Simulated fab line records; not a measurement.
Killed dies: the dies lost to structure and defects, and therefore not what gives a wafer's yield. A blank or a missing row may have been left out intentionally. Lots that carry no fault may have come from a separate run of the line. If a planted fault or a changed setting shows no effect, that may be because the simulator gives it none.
Lot-split experiment ; flow sfqLine ; on a route of 325 steps: 5 lots, 23 wafers read

## ABOUT THE SPLIT
At SFQ_TRILAYER_I7_VIA_LITHO_COAT_192 (resist thk 62 nm), the setting spinRpm was moved away from the recipe's 3000 rpm on 5 of the 23 wafers read, by -6.4% to +6.7%. This setting was run at the recipe's value on the other wafers.

Reading taken at the split's own step.

## THE READING
BARC_of_TRILAYER_I7_VIA_LITHO_COAT_192.thkNm (the simulator's own value, which no gauge read), in nm, at SFQ_TRILAYER_I7_VIA_LITHO_COAT_192 (resist thk 62 nm). The file does not state a usual value for it. Across the 18 wafers here that went through the recipe, the average is 61.96 nm and the standard deviation 0.11 nm.

wafer;tool, chamber at the split;spinRpm as run, rpm;against the recipe;BARC_of_TRILAYER_I7_VIA_LITHO_COAT_192.thkNm, nm;against lot-mates on the recipe
L077.1;lithoTrack-01, 0;3000;recipe;61.93;-
L077.2;lithoTrack-01, 0;3000;recipe;61.84;-
L077.3;lithoTrack-01, 0;3000;recipe;61.8;-
L082.1;lithoTrack-04, 0;3000;recipe;62.07;-
L082.2;lithoTrack-04, 0;3000;recipe;62.1;-
L082.3;lithoTrack-04, 0;3000;recipe;61.96;-
L082.5;lithoTrack-04, 0;3000;recipe;61.9;-
L082.6;lithoTrack-04, 0;3000;recipe;62.13;-
L083.1;lithoTrack-04, 0;3000;recipe;62.02;-
L083.2;lithoTrack-04, 0;3000;recipe;61.95;-
L083.4;lithoTrack-04, 0;3000;recipe;61.99;-
L083.5;lithoTrack-04, 0;3000;recipe;61.97;-
L083.6;lithoTrack-04, 0;3000;recipe;61.82;-
L084.1;lithoTrack-01, 0;3000;recipe;62;-
L084.2;lithoTrack-01, 0;2809;-6.4%;64.2;+2.15
L084.3;lithoTrack-01, 0;3000;recipe;62.1;-
L084.4;lithoTrack-01, 0;2809;-6.4%;64.11;+2.06
L084.5;lithoTrack-01, 0;2809;-6.4%;64.14;+2.09
L085.1;lithoTrack-04, 0;3201;+6.7%;59.97;-1.94
L085.2;lithoTrack-04, 0;3201;+6.7%;60;-1.91
L085.3;lithoTrack-04, 0;3000;recipe;61.93;-
L085.4;lithoTrack-04, 0;3000;recipe;61.73;-
L085.5;lithoTrack-04, 0;3000;recipe;62.07;-

THE FIT
A straight line over all 23 wafers: BARC_of_TRILAYER_I7_VIA_LITHO_COAT_192.thkNm changes by -0.322 nm for each +1% of spinRpm; r = -0.99; the points scatter about the line by 0.12 nm.
The same after taking each lot's own level away (the mean of its wafers on the recipe; 23 wafers): -0.311 nm for each +1%; r = -0.99; scatter 0.1 nm.
The reading moves by 2.1 nm for the largest change in spinRpm, on that fit.
Across the lots, their own levels run from 61.857 to 62.050 nm, a range of 1.8 times the standard deviation given above.
Consequently the slope shifts little with the lot-to-lot level, the two slopes agreeing.
Check: with one of the wafers moved furthest among these (+6.7%) left out of the fit, the line predicts -2.1 nm for it against its lot-mates. It came out at -1.94 nm against them.

## OTHER SPLITS APPLIED TO THESE WAFERS
Note: prior to the reading, these wafers also went through further splits. Each is held against what the fit with the lots' levels taken away leaves over:
other split on the same wafers;wafers away from the commonest value;r with BARC_of_TRILAYER_I7_VIA_LITHO_COAT_192.thkNm (lot level and that fit taken away)
SFQ_TRILAYER_JJ_CE_LITHO_PEB_117 pebTempC;9;+0.17
SFQ_TRILAYER_M5_BARC_OPEN_METAL_ETCH_161 timeS;7;+0.01
SFQ_TRILAYER_R5_LITHO_COAT_141 spinRpm;8;+0.04
SFQ_TRILAYER_I5_LITHO_COAT_149 spinRpm;6;+0.35
SFQ_TRILAYER_I5_BARC_OPEN_VIA_ETCH_200 pressureMtorr;18;-0.20
SFQ_TRILAYER_M6_LITHO_COAT_164 spinRpm;6;+0.13
SFQ_TRILAYER_I6_VIA_LITHO_COAT_169 spinRpm;10;-0.15
SFQ_TRILAYER_M7_LITHO_COAT_177 spinRpm;5;+0.30
SFQ_TRILAYER_I7_CMP_CMP_184 leaveAboveRefNm;8;-0.34

## THE FILE'S OWN FIT
BARC_of_TRILAYER_I7_VIA_LITHO_COAT_192.thkNm changes by -0.307 nm for each +1% of spinRpm, r = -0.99.
